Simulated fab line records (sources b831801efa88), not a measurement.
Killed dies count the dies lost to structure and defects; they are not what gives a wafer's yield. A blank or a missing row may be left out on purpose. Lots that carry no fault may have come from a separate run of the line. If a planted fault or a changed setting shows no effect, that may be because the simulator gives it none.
One fault seen from 2 desks + flow gf180mcu + only its own numbers are on each desk; what lay behind them is given at the end

## AT THE METROLOGY DESK
Lot by lot, what the gauges showed, no matter which tool ran the lot: averages of those sampled wafers that carry a number. If a lot's mean is further than 4 standard deviations from the usual mean, the lot is out of limits and carries the mark OUT (the distance appears in the brackets).
Columns: A = V1_CVD_02_THK at GF_V1_THK_MEAS_03, usual 848 nm
| lot  | first seen here | A   |
|------|-----------------|-----|
| L456 | day 17 07:40    | 847 |
| L458 | day 18 01:19    | 841 |
| L460 | day 18 19:57    | 847 |
| L463 | day 19 18:10    | 862 |
| L464 | day 20 02:14    | 836 |
| L466 | day 21 09:24    | 843 |
| L469 | day 23 01:24    | 842 |
| L470 | day 23 04:20    | 855 |
| L476 | day 24 14:58    | 854 |
| L478 | day 25 02:59    | 847 |
| L479 | day 25 14:17    | 853 |
Result from this desk: across the 11 lots, nothing is out of limits.

## THE TOOL OWNER'S DESK: rie_metal-04
The tool's own readings at GF_M3_METAL_ETCH_16 (etches the open film in Cl2/BCl3, stops on SiO2, target depth 750.8 nm, time 125.1 s): means of the sampled wafers that have a number, for each lot that ran on this tool. If a lot's mean is further than 4 standard deviations from the usual mean, the lot is out of limits and carries the mark OUT (the distance appears in the brackets).
Columns: A = bias_w at GF_M3_METAL_ETCH_16, usual 140.0 W; B = chamber_pressure_mTorr at GF_M3_METAL_ETCH_16, usual 8.000 mTorr; C = drypump_motor_current_A at GF_M3_METAL_ETCH_16, usual 5.5 A; D = oes_product_au at GF_M3_METAL_ETCH_16, usual 0.985 a.u.; E = throttle_valve_pct at GF_M3_METAL_ETCH_16, usual 28.233 %
| lot  | first seen here | A               | B     | C   | D     | E      |
|------|-----------------|-----------------|-------|-----|-------|--------|
| L458 | day 22 07:19    | 140.0           | 7.996 | 5.4 | 0.986 | 28.224 |
| L460 | day 23 01:41    | 140.2           | 8.002 | 5.4 | 0.988 | 28.231 |
| L464 | day 24 06:14    | 140.2           | 7.998 | 5.4 | 0.990 | 28.240 |
| L469 | day 26 22:56    | 151.6 (+29) OUT | 8.004 | 5.3 | 0.983 | 28.231 |
| L470 | day 27 00:49    | 162.7 (+57) OUT | 7.999 | 5.4 | 0.988 | 28.229 |
This desk's finding: out of limits on L469, L470; first on L469, day 26 22:56 (bias_w at GF_M3_METAL_ETCH_16). In limits: L458, L460, L464.

## TAKEN TOGETHER
At day 26 22:56, on L469, L470, the tool owner's desk was in a position to raise an alarm.
From the metrology desk's view, nothing was out of limits.
The metrology desk has L469, L470 on record, within its limits.
All the named lots went through GF_M3_METAL_ETCH_16 on rie_metal-04.

## WHAT WAS PUT IN BY THE SIMULATOR
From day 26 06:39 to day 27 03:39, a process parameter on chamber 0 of rie_metal-04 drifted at GF_M3_METAL_ETCH_16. Setting bias_w shifted by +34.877 from 140. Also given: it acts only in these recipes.
Struck lots among those shown: L469, L470.
Hours from the fault's start to each desk's first reading out of limits: the tool owner's desk, 16.
